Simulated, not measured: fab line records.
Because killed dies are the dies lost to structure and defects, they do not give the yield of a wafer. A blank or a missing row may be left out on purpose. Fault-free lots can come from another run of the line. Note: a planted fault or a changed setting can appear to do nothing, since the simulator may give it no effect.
Struck lot and sound lot, side by side :: flow sky130 :: 14 steps out of a route of 708
Sound: the wafers L163.1, L163.2, L163.6. Wafers struck: L173.2, L173.3, L173.5. The cause is given at the end.
At each step with rows: each side's tool, then ch and its chambers, then its first start. Under that, the readings that differ: sound wafers :: struck wafers :: difference of the means :: sigmas: that difference in standard deviations of wafers without a fault.
alike: readings whose means differ by less than 2 such deviations, and words and numbers that are the same on both sides. not compared: withheld readings, readings that some wafer has no value for, bounds like >300 that may hide the same value, and numbers for which the record gives no deviation and whose values overlap.
The two part at a step that has a row with sigmas, a row that says differs or no value, or rows on one side only. Numbers that don't overlap but have no deviation are shown without sigmas and don't part them. Lack of a reading on every wafer of one side parts them only where that side has two or more wafers.

first, 5 steps without rows for these wafers: SKY_POLY_GATE_COAT_08 (resist thk 450 nm); SKY_POLY_GATE_SOFTBAKE_09 (time 90 s); SKY_POLY_GATE_EXPOSE_10 (exposes mask P1M, target cd 150 nm); SKY_POLY_GATE_PEB_11; SKY_POLY_GATE_DEVELOP_12 (develop time 60 s).
SKY_POLY_GATE_CD_MEAS_13: target cd 150 nm.
  sound: cd sem-01 at day 16 10:15; struck: cd sem-02 at day 20 09:04
  alike: cd nm
SKY_POLY_GATE_OVL_MEAS_14:
  sound: overlay-02 at day 16 10:22; struck: overlay-02 at day 20 09:10
reading: POLY_GATE_OVL (nm)
sound: 18 14 16
struck: 0 3 1
difference: -15
sigmas: -2
SKY_POLY_GATE_ETCH_15: etches BARC in N2/H2, stops on SiO2, time 118.5 s, target depth 110 nm.
  sound on rie diel-02 ch 0,1,2, day 16 10:25; struck on rie diel-01 ch 0,3, day 20 09:12
  alike: drypump motor current A, oes product au, throttle valve pct
  not compared: rf hours counter h
SKY_POLY_GATE_ETCH_16: etches Si3N4 in CH3F/O2, stops on poly-Si, time 147.5 s, target depth 75 nm.
  sound on rie diel-02 ch 0,1,2, day 16 10:29; struck on rie diel-01 ch 0,3, day 20 09:17
  alike: drypump motor current A, oes product au, throttle valve pct
  not compared: rf hours counter h
SKY_POLY_GATE_ETCH_17: etches poly-Si in HBr/Cl2, stops on SiO2, target depth 180 nm, time 70.5 s.
  sound on rie si-02 ch 0,2, day 16 10:35; struck on rie si-02 ch 0,1,3, day 20 09:23
  alike: drypump motor current A, oes product au, throttle valve pct
  not compared: rf hours counter h
SKY_POLY_GATE_STRIP_18: strips in O2/N2.
  sound on plasma asher-02 ch 0,1, day 16 10:38; struck on plasma asher-03 ch 0, day 20 09:26
reading: strip time to endpoint s (s)
sound: 3.12 3.19 3.13
struck: 3.20 3.26 3.21
difference: +0.08
sigmas: +2
  alike: drypump motor current A, oes product au
  not compared: rf hours counter h
then, 1 step without rows for these wafers: SKY_POLY_GATE_CLEAN_19 (cleans in SC1/SC2, time 150 s).
SKY_POLY_GATE_OXIDATION_20: stabilise 600 s, purge 300 s, target thk 4 nm.
  sound on furnace-02 ch 0, day 16 14:19; struck on furnace-01, day 20 11:07
  no value came back on the struck wafers for ox temp c (C), ox temp c max, spike tc centre C (C), zone power top pct (%); on the sound wafers ox temp c (C) reads 850.1 850.1 850.3
SKY_POLY_GATE_CD_MEAS_22:
  sound: cd sem-02 at day 16 15:37; struck: cd sem-02 at day 20 12:27
  alike: cd nm

## WHERE THEY PART
First at SKY_POLY_GATE_OVL_MEAS_14; last, within this record, at SKY_POLY_GATE_OXIDATION_20. Later steps at which nothing parts them and some readings are alike: SKY_POLY_GATE_CD_MEAS_22.

WHY: what had been put in by the simulator
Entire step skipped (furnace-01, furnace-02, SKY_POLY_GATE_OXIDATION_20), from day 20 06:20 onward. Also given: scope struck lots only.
